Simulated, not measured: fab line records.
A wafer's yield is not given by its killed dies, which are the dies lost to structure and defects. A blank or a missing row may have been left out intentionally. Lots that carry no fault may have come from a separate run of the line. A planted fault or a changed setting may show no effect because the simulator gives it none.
fab line records	flow sky130
[record] lots = 11	wafers = 31	last-day = 50
route steps=708 shown CAP2M@605 VIA4@639 PAD_OPEN@708
lots with no fault: from the same line, run without faults
start-h: start of the lot's first displayed wafer, in hours after the record's first day	wait-h: how many hours have passed since the lot's step before this one	" same as the row above	L1.1+2: a single row standing in for several wafers	- no value present, or no start provided	* or withheld: withheld	< > ~ a bound
route shown NAME@n: a module of which the file shows steps, and the number in the route of the first	usual: mean/standard deviation taken from wafers without a fault	same: alike in all rows	chamber/n: place in a boat	sites: the reading at each site	_std_site: standard deviation of those values	_edge_site: outer sites' mean less inner sites'	radius-mm: how far each site lies from the wafer's centre	mask NAME#n: copy n	behind: tool/chamber where the wafer was last shaped	hold: reason for holding the lot/hours on hold/outcome of the hold	device: transistor that didn't switch, given as n, p or np	end of line: the route-end tests of the same wafers	for a step that has no rows: nothing shown but its recipe	killed: not the wafer's yield, but the dies lost to structure and defects at the first sort	map: a wafer's dies, x killed, . not, _ none there
set.NAME: the run value of the setting; set.NAME@STEP: its run value at that earlier step	model.NAME: the simulator's own value behind a step, which no gauge read
a sample of lots followed through the steps of the route, with each step as a table and each wafer as a row
services: a tool's chamber out of use, with start hour (start-h, from the record's first day; less than 0 if before it), hours out, and reason
[[steps]]
[step SKY_CAP2M_SPUTTER_02]
[recipe] material = TiN	target-thk-nm = 200	temp-c = 300	power-w = 6500	time-s = 166.7	chamber-pressure-pa = 0.4
[usual] throttle-valve-pct = 29.7/1.1
lot.wafer	tool	chamber	start-h	wait-h	throttle-valve-pct
L610.1	pvd-sputter-04	-	939.98	0.1	31.3
L610.2	"	-	"	"	29.9
L610.3	"	-	"	"	29.4
L611.2	pvd-sputter-02	-	941.28	0.0	28.2
L611.4	"	-	"	"	28.9
L611.5	"	-	"	"	28.8
L614.2	pvd-sputter-02	-	951.94	0.0	28.8
L614.4	"	-	"	"	28.8
L614.6	"	-	"	"	28.7
L615.1	pvd-sputter-02	-	968.11	0.1	29.0
L615.2	"	-	"	"	28.6
L615.6	"	-	"	"	28.4
L616.2	pvd-sputter-04	-	972.57	0.0	29.2
L616.6	"	-	"	"	29.5
L618.2	pvd-sputter-04	-	982.41	0.0	31.5
L618.4	"	-	"	"	29.4
L629.2	pvd-sputter-04	-	1056.48	0.0	30.0
L629.5	"	-	"	"	31.6
L629.6	"	-	"	"	30.1
L630.1	pvd-sputter-03	-	1056.59	0.1	27.9
L630.5	"	-	"	"	30.5
L630.6	"	-	"	"	29.6
L631.3	pvd-sputter-04	-	1069.48	0.0	29.2
L631.4	"	-	"	"	30.1
L631.5	"	-	"	"	29.4
L632.1	pvd-sputter-04	-	1073.34	0.1	29.4
L632.2	"	-	"	"	31.6
L632.4	"	-	"	"	29.9
L633.2	pvd-sputter-02	-	1079.43	0.0	28.6
L633.4	"	-	"	"	28.3
L633.6	"	-	"	"	28.9
[step SKY_CAP2M_STRIP_14]
[recipe] chemistry = O2/N2	power-w = 1400	pressure-mtorr = 1500	platen-temp-c = withheld	o2-flow-sccm = 3000	n2-flow-sccm = 300	overash-fraction = 0.5
[usual] drypump-motor-current-A = 5.58/0.25	oes-product-au = 0.711/0.0047	strip-time-to-endpoint-s = 12.69/0.04
lot.wafer	tool	chamber	start-h	wait-h	drypump-motor-current-A	oes-product-au	rf-hours-counter-h	strip-time-to-endpoint-s
L610.1	plasma-asher-01	1	964.39	0.1	5.84	0.717	52	12.69
L610.2	"	0	"	"	5.35	0.708	52	12.73
L610.3	"	1	"	"	5.84	0.712	-	12.71
L611.2	plasma-asher-03	1	965.33	0.1	5.20	0.712	113	12.65
L611.4	"	1	"	"	5.19	0.707	-	12.67
L611.5	"	1	"	"	5.20	0.710	-	12.69
L614.2	plasma-asher-01	0	975.42	0.1	5.33	0.713	53	12.66
L614.4	"	0	"	"	5.34	0.722	-	12.69
L614.6	"	0	"	"	5.31	0.703	-	12.64
L615.1	plasma-asher-04	0	991.97	0.1	5.67	0.715	88	12.66
L615.2	"	1	"	"	5.86	0.708	88	12.63
L615.6	"	0	"	"	5.69	0.704	-	12.68
L616.2	plasma-asher-03	1	996.52	0.1	5.21	0.716	116	12.67
L616.6	"	0	"	"	5.36	0.705	-	12.67
L618.2	plasma-asher-04	1	1005.49	0.1	5.86	0.707	89	12.74
L618.4	"	1	"	"	5.86	0.710	-	12.76
L629.2	plasma-asher-04	1	1077.89	0.1	5.84	0.716	97	12.68
L629.5	"	1	"	"	5.84	0.705	-	12.69
L629.6	"	0	"	"	5.70	0.716	-	12.72
L630.1	plasma-asher-03	1	1078.17	0.1	5.18	0.707	1	12.64
L630.5	"	0	"	"	5.37	0.712	-	12.58
L630.6	"	1	"	"	5.21	0.709	-	12.60
L631.3	plasma-asher-01	0	1090.92	0.1	5.33	0.714	-	12.70
L631.4	"	1	"	"	5.82	0.714	-	12.67
L631.5	"	0	"	"	5.34	0.710	-	12.65
L632.1	plasma-asher-03	1	1093.72	0.1	5.23	0.710	3	12.67
L632.2	"	0	"	"	5.39	0.708	3	12.68
L632.4	"	0	"	"	5.41	0.709	-	12.66
L633.2	plasma-asher-01	0	1100.12	0.1	5.34	0.710	65	12.78
L633.4	"	1	"	"	5.82	0.714	-	12.75
L633.6	"	1	"	"	5.81	0.713	-	12.76
[step SKY_VIA4_HDPCVD_00]
[recipe] material = SiO2	target-thk-nm = 1750	sigma-open-frac = 0.3	time-s = 291.7	temp-c = 400	sih4-flow-sccm = 60	pressure-mtorr = 6
[usual] pressure-mtorr = 5.999/0.011	run-length-s = 319.7/0.75	sih4-flow-sccm = 59.99/0.16
lot.wafer	tool	chamber	start-h	wait-h	pressure-mtorr	run-length-s	sih4-flow-sccm
L610.1	hdpcvd-01	0	990.21	0.0	5.988	319.7	60.22
L610.2	"	1	"	"	6.002	319.1	60.21
L610.3	"	2	"	"	6.003	320.3	60.00
L611.2	hdpcvd-01	2	990.80	0.0	5.987	320.7	60.05
L611.4	"	1	"	"	6.002	318.9	59.85
L611.5	"	2	"	"	6.000	320.7	59.80
L614.2	hdpcvd-01	1	1000.05	0.0	6.011	318.6	59.66
L614.4	"	1	"	"	6.006	318.6	59.79
L614.6	"	2	"	"	6.005	320.0	60.43
L615.1	hdpcvd-01	0	1016.64	0.0	6.012	319.7	59.99
L615.2	"	2	"	"	6.002	346.1	59.93
L615.6	"	0	"	"	6.020	346.5	60.09
L616.2	hdpcvd-01	0	1021.05	0.0	6.009	346.2	60.30
L616.6	"	2	"	"	6.003	346.4	59.89
L618.2	hdpcvd-01	0	1029.62	0.0	6.010	346.6	59.91
L618.4	"	1	"	"	5.990	318.3	59.88
L629.2	hdpcvd-01	1	1099.72	0.0	6.001	319.2	59.90
L629.5	"	1	"	"	6.001	319.2	59.82
L629.6	"	2	"	"	5.976	320.8	60.02
L630.1	hdpcvd-01	2	1100.44	0.0	5.989	320.4	60.17
L630.5	"	0	"	"	5.985	319.9	59.85
L630.6	"	1	"	"	5.994	318.4	59.87
L631.3	hdpcvd-01	1	1112.75	0.1	6.003	318.8	59.88
L631.4	"	1	"	"	5.999	318.8	60.17
L631.5	"	2	"	"	5.990	320.5	59.70
L632.1	hdpcvd-01	1	1115.87	0.0	6.007	319.1	59.89
L632.2	"	0	"	"	5.991	320.0	59.84
L632.4	"	2	"	"	5.997	320.6	60.23
L633.2	hdpcvd-01	2	1121.51	0.0	5.982	320.6	60.08
L633.4	"	1	"	"	5.991	318.4	59.79
L633.6	"	2	"	"	6.004	320.3	59.94
[step SKY_VIA4_THK_MEAS_01]
[recipe] reads = SiO2_of_VIA4_HDPCVD_00
[usual] VIA4_HDPCVD_THK = 1757/15
lot.wafer	tool	chamber	start-h	wait-h	VIA4_HDPCVD_THK[nm]
L610.1	film-metro-01	-	990.39	0.1	1738
L610.2	"	-	"	"	1756
L610.3	"	-	"	"	1746
L611.2	film-metro-02	-	990.99	0.1	1752
L611.4	"	-	"	"	1745
L611.5	"	-	"	"	1742
L614.2	film-metro-01	-	1000.24	0.1	1759
L614.4	"	-	"	"	1756
L614.6	"	-	"	"	1722
L615.1	film-metro-02	-	1016.82	0.1	1740
L615.2	"	-	"	"	1880
L615.6	"	-	"	"	1886
L616.2	film-metro-01	-	1021.24	0.1	1921
L616.6	"	-	"	"	1929
L618.2	film-metro-03	-	1029.81	0.1	1921
L618.4	"	-	"	"	1780
L629.2	film-metro-03	-	1099.91	0.1	1765
L629.5	"	-	"	"	1758
L629.6	"	-	"	"	1761
L630.1	film-metro-01	-	1100.62	0.1	1762
L630.5	"	-	"	"	1752
L630.6	"	-	"	"	1755
L631.3	film-metro-01	-	1112.95	0.1	1760
L631.4	"	-	"	"	1745
L631.5	"	-	"	"	1766
L632.1	film-metro-01	-	1116.05	0.1	1748
L632.2	"	-	"	"	1770
L632.4	"	-	"	"	1759
L633.2	film-metro-02	-	1121.70	0.1	1764
L633.4	"	-	"	"	1769
L633.6	"	-	"	"	1751
[step SKY_VIA4_STRIP_13]
[recipe] chemistry = O2/N2	power-w = 1400	pressure-mtorr = 1500	platen-temp-c = withheld	o2-flow-sccm = 3000	n2-flow-sccm = 300	overash-fraction = 0.5
[usual] drypump-motor-current-A = 5.56/0.3	oes-product-au = 0.709/0.0042	strip-time-to-endpoint-s = 12.80/0.031
lot.wafer	tool	chamber	start-h	wait-h	drypump-motor-current-A	oes-product-au	rf-hours-counter-h	strip-time-to-endpoint-s
L610.1	plasma-asher-01	0	1013.91	-	5.35	0.711	56	12.82
L610.2	"	1	"	"	5.88	0.713	56	12.85
L610.3	"	1	"	"	5.85	0.718	-	12.89
L611.2	plasma-asher-01	0	1014.81	-	5.34	0.713	56	12.79
L611.4	"	0	"	"	5.32	0.703	-	12.79
L611.5	"	0	"	"	5.32	0.714	-	12.81
L614.2	plasma-asher-02	0	1023.38	-	6.03	0.699	29	12.83
L614.4	"	1	"	"	5.34	0.708	-	12.81
L614.6	"	1	"	"	5.35	0.702	-	12.80
L615.1	plasma-asher-02	1	1038.70	-	5.34	0.707	31	12.80
L615.2	"	0	"	"	6.07	0.713	31	12.80
L615.6	"	0	"	"	6.08	0.708	-	12.84
L616.2	plasma-asher-02	1	1044.01	-	5.35	0.705	31	12.77
L616.6	"	0	"	"	6.06	0.706	-	12.82
L618.2	plasma-asher-02	1	1052.13	-	5.35	0.710	32	12.80
L618.4	"	1	"	"	5.34	0.712	-	12.81
L629.2	plasma-asher-01	0	1120.08	-	5.35	0.717	67	12.79
L629.5	"	0	"	"	5.36	0.706	-	12.81
L629.6	"	1	"	"	5.88	0.712	-	12.83
L630.1	plasma-asher-03	1	1120.38	-	5.19	0.719	6	12.72
L630.5	"	0	"	"	5.41	0.716	-	12.71
L630.6	"	1	"	"	5.19	0.712	-	12.76
L631.3	plasma-asher-03	1	1132.73	-	5.20	0.711	-	12.80
L631.4	"	0	"	"	5.39	0.708	-	12.75
L631.5	"	1	"	"	5.17	0.708	-	12.78
L632.1	plasma-asher-02	1	1135.65	-	5.35	0.709	37	12.79
L632.2	"	0	"	"	6.04	0.711	37	12.79
L632.4	"	0	"	"	6.07	0.707	-	12.83
L633.2	plasma-asher-03	1	1141.13	-	5.25	0.713	9	12.77
L633.4	"	0	"	"	5.41	0.718	-	12.86
L633.6	"	0	"	"	5.42	0.708	-	12.87
[step SKY_PAD_OPEN_PROBE_99]
[usual] defect-limited-yield = 82.3/1.9	killed_at_M0_to_M3 = 44/6.9	killed_at_M4_up = 3.3/2.1	killed-at-contacts = 24/4.8	killed-at-front-end = 15/4.4	killed-at-other = 0.2/0.48	killed-dies = 87/9.5	killed-open = 48/6.5	killed-short = 39/6.3	sort_bin_3_pad_short = 0.9/0.48	sort_bin_5_function = 10.5/1.5	sort_bin_6_memory = 6.3/1.1	sort-n-pass = 405/9.5	sort-yield-pct = 82.3/1.9
[same] gross-dies = 492	killed-at-back-side = 0	sort_bin_4_leakage[%] = 0	sort_bin_8_speed[%] = 0
lot.wafer	tool	chamber	start-h	wait-h	defect-limited-yield[%]	killed_at_M0_to_M3	killed_at_M4_up	killed-at-contacts	killed-at-front-end	killed-at-other	killed-dies	killed-open	killed-short	sort_bin_3_pad_short[%]	sort_bin_5_function[%]	sort_bin_6_memory[%]	sort-n-pass	sort-yield-pct[%]
L615.1	prober-01	-	1106.57	0.1	84.8	41	3	20	11	0	75	46	29	0.4	8.7	6.1	417	84.8
L615.2	prober-01	-	1106.62	0.1	81.3	54	4	23	11	0	92	53	38	0.6	9.3	8.7	400	81.3
L615.6	prober-01	-	1106.82	0.2	82.1	45	4	19	20	0	88	46	42	0.8	10.2	6.9	404	82.1
L631.3	prober-01	-	1189.16	0.2	82.5	54	5	18	9	0	86	48	37	1.2	10.8	5.5	406	82.5
L631.4	prober-01	-	1189.21	0.2	81.3	40	6	35	10	1	92	44	47	1.0	10.0	7.7	400	81.3
L631.5	prober-01	-	1189.26	0.2	82.7	41	1	21	20	2	85	46	39	1.2	10.2	5.9	407	82.7
// killed by level:class
L615.1 VIA1:geometric-particle:open=16 CONTACT:geometric-particle:open=9 VIA3:geometric-particle:open=5 POLY_GATE:geometric-particle:short=4 LOCAL_INTERCONNECT:geometric-particle:short=4 METAL1:geometric-particle:short=4 VIA1:geometric-particle:short=4 FIELD_ISO:geometric-particle:open=3
L615.2 VIA1:geometric-particle:open=12 VIA3:geometric-particle:open=10 CONTACT:geometric-particle:open=9 VIA2:geometric-particle:open=7 METAL1:geometric-particle:short=7 VIA1:geometric-particle:short=6 LI_CONTACT:geometric-particle:open=5 CONTACT:geometric-particle:short=4
L615.6 VIA1:geometric-particle:open=9 VIA3:geometric-particle:open=9 METAL2:geometric-particle:short=7 CONTACT:geometric-particle:open=6 VIA1:geometric-particle:short=6 LI_CONTACT:geometric-particle:open=5 FIELD_ISO:geometric-particle:open=4 FIELD_ISO:geometric-particle:short=4
L631.3 VIA1:geometric-particle:open=12 VIA3:geometric-particle:open=10 CONTACT:geometric-particle:open=8 VIA1:geometric-particle:short=6 METAL3:geometric-particle:short=6 VIA3:geometric-particle:short=6 POLY_GATE:geometric-particle:open=5 VIA2:geometric-particle:open=4
L631.4 LI_CONTACT:geometric-particle:open=11 CONTACT:geometric-particle:open=10 CONTACT:geometric-particle:short=9 METAL1:geometric-particle:short=8 VIA2:geometric-particle:open=5 METAL4:geometric-particle:short=5 VIA1:geometric-particle:open=4 METAL2:geometric-particle:short=4
L631.5 VIA1:geometric-particle:open=10 CONTACT:geometric-particle:open=8 POLY_GATE:geometric-particle:short=6 POLY_GATE:geometric-particle:open=5 LOCAL_INTERCONNECT:geometric-particle:short=5 VIA2:geometric-particle:open=5 VIA3:geometric-particle:short=5 VIA3:geometric-particle:open=5
[[services]]
tool	chamber	start-h	hours	kind
hdpcvd-01	-	921.17	14.6	pm
plasma-asher-02	-	930.14	2.8	repair
pvd-sputter-04	-	931.62	4.3	repair
hdpcvd-01	-	936.11	0.2	repair
hdpcvd-01	0	945.97	5.0	repair
pvd-sputter-02	-	960.08	1.2	repair
plasma-asher-04	-	962.06	0.3	repair
pvd-sputter-03	-	969.41	24.1	repair
pvd-sputter-02	-	974.01	4.9	repair
pvd-sputter-04	-	1042.56	3.5	repair
plasma-asher-03	-	1055.25	9.0	pm
plasma-asher-03	0	1055.25	9.0	vent-cycle
plasma-asher-03	1	1055.25	9.0	vent-cycle
plasma-asher-03	0	1064.25	-	clean
plasma-asher-03	1	1064.25	-	clean
plasma-asher-02	-	1098.79	30.3	repair
plasma-asher-01	-	1108.41	0.9	repair
pvd-sputter-03	-	1115.12	3.4	repair
plasma-asher-04	-	1120.74	14.6	pm
pvd-sputter-04	-	1129.60	3.5	repair
pvd-sputter-03	-	1136.29	9.7	repair
pvd-sputter-03	-	1137.31	2.6	repair
[[key]]
[first-sign] step = SKY_VIA4_HDPCVD_00	reading = run-length-s	direction = up	sigmas = 35	usual = *	struck = *
[effect] step = SKY_VIA4_THK_MEAS_01	reading = VIA4_HDPCVD_THK	direction = up	sigmas = 10	usual = 1757	struck = 1907
met-at SKY_VIA4_HDPCVD_00
struck-lots L615,L616,L618
struck-wafers L615.2,L615.6,L616.2,L616.6,L618.2
not-acting-at SKY_CAP2M_SPUTTER_02,SKY_CAP2M_STRIP_14,SKY_VIA4_STRIP_13
onset-between 1000.05 1016.64
[fault] kind = process-parameter-drift	tool = hdpcvd-01	chamber = -	onset-h = 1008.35	steps = SKY_VIA4_HDPCVD_00	channel = time-s	offset = *	shape = step	end-h = 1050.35	scope = struck-wafers-only	acts-in = *	stated = *
